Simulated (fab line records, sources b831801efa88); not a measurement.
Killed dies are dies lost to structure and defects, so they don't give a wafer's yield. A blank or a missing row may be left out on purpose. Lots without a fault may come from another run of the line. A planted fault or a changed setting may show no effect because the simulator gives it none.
A struck lot beside a sound one | flow sky130 | 15 steps out of a route of 708
Sound: wafers L695.1, L695.2, L695.4. Struck: wafer L701.3. (L701.4, L701.6 of the same lot were not struck and are left out.) The cause comes at the end.
At each step with rows: each side's tool, then ch and its chambers, then its first start. Under that, the readings that differ: sound wafers | struck wafers | difference of the means | sigmas: that difference in standard deviations of wafers without a fault.
alike: readings whose means differ by less than 2 such deviations, and words and numbers that are the same on both sides. not compared: withheld readings, readings that some wafer has no value for, bounds like >300 that may hide the same value, and numbers for which the record gives no deviation and whose values overlap.
The two part at a step that has a row with sigmas, a row that says differs or no value, or rows on one side only. Numbers that don't overlap but have no deviation are shown without sigmas and don't part them. A reading that every wafer of one side lacks parts them only if that side has two wafers or more.

first, 1 step without rows for these wafers: SKY_VIA1_ETCH_14 (etches BARC in N2/H2, stops on SiO2, time 45.9 s, target depth 60 nm).
SKY_VIA1_ETCH_15: etches SiO2 in C4F8/O2/Ar, stops on TiN, target depth 351 nm, time 54 s.
  sound on rie_diel-03 ch 1,2,3, day 34 07:34; struck on rie_diel-02 ch 1, day 36 05:25
  reading                | sound   | struck | difference | sigmas
  rf_hours_counter_h (h) | 20 8 27 | 4      | -14        |
  alike: bias_w, oes_product_au
SKY_VIA1_STRIP_16: strips in O2/N2.
  sound on plasma_asher-01 ch 0,1, day 34 07:37; struck on plasma_asher-02 ch 0, day 36 05:29
  reading               | sound             | struck | difference | sigmas
  oes_product_au (a.u.) | 0.416 0.407 0.423 | 0.402  | -0.013     | -3
  alike: drypump_motor_current_A, strip_time_to_endpoint_s
  not compared: rf_hours_counter_h
then, 3 steps without rows for these wafers: SKY_VIA1_STRIP_17 (strips in post etch residue remover, time 1200 s); SKY_VIA1_CLEAN_18 (cleans in IPA, time 180 s); SKY_VIA1_CLEAN_19 (cleans in O3/DIW).
SKY_VIA1_SPUTTER_20: material TiN, target thk 20 nm, time 80 s.
  sound on pvd_sputter-04, day 34 08:14; struck on pvd_sputter-04, day 36 06:04
  alike: chamber_pressure_pa, throttle_valve_pct
then, 1 step without rows for these wafers: SKY_VIA1_CVD_21 (deposits W, target thk 270 nm, time 80.902 s).
SKY_VIA1_RS_MEAS_22: measures by four-point-probe.
  sound on film_metro-03, day 34 08:24; struck on film_metro-04, day 36 06:16
  alike: VIA1_W_RS
SKY_VIA1_THK_MEAS_23: measures by xrf.
  sound on film_metro-03, day 34 08:31; struck on film_metro-04, day 36 06:22
  alike: VIA1_W_THK
SKY_VIA1_CMP_24: polishes, stops on SiO2, t overpolish 15 s, target thk 0 nm.
  sound on cmp-01 ch 0,1,3, day 34 08:35; struck on cmp-01 ch 2, day 36 06:27
  alike: head_pressure_psi, motor_current_A, overpolish_run_s, time_to_endpoint_s
SKY_METAL2_SPUTTER_00: material Ti, target thk 15 nm, time 10 s.
  sound on pvd_sputter-02, day 34 08:53; struck on pvd_sputter-03, day 36 06:42
  alike: chamber_pressure_pa, throttle_valve_pct
SKY_METAL2_SPUTTER_01: material TiN, target thk 20 nm, time 16.7 s.
  sound on pvd_sputter-02, day 34 08:54; struck on pvd_sputter-03, day 36 06:43
  reading                                    | sound                | struck | difference | sigmas
  chamber_pressure_pa (Pa)                   | 0.4007 0.3999 0.4010 | 0.4911 | +0.0906    | +99 or more
  throttle_valve_pct (%)                     | 30.1 30.1 29.6       | 27.4   | -2.5       | -3
  model.TiN_of_METAL2_SPUTTER_01.thk_nm (nm) | 20.2 20.31 20.47     | 19.48  | -0.85      |
then, 1 step without rows for these wafers: SKY_METAL2_SPUTTER_02 (material AlCu, target thk 250 nm, time 13.3 s).
-- the record jumps here: 11 days lie between the struck wafers' starts before and after (it left off in module METAL2 and takes up again in module PAD_OPEN, whose first step shown is number 708 of the route) --
SKY_PAD_OPEN_PROBE_99:
  sound on prober-01, day 46 01:17; struck on prober-02, day 47 11:41
  alike: defect_limited_yield, killed_at_M0_to_M3, killed_at_M4_up, killed_at_contacts, killed_at_front_end, killed_at_other, killed_dies, killed_open, killed_short, sort_bin_3_pad_short, sort_bin_5_function, sort_bin_6_memory, sort_n_pass, sort_yield_pct

WHERE THEY PART
First at SKY_VIA1_STRIP_16; last, within this record, at SKY_METAL2_SPUTTER_01. Later steps at which nothing parts them and some readings are alike: SKY_PAD_OPEN_PROBE_99.

WHY: what the simulator had put in
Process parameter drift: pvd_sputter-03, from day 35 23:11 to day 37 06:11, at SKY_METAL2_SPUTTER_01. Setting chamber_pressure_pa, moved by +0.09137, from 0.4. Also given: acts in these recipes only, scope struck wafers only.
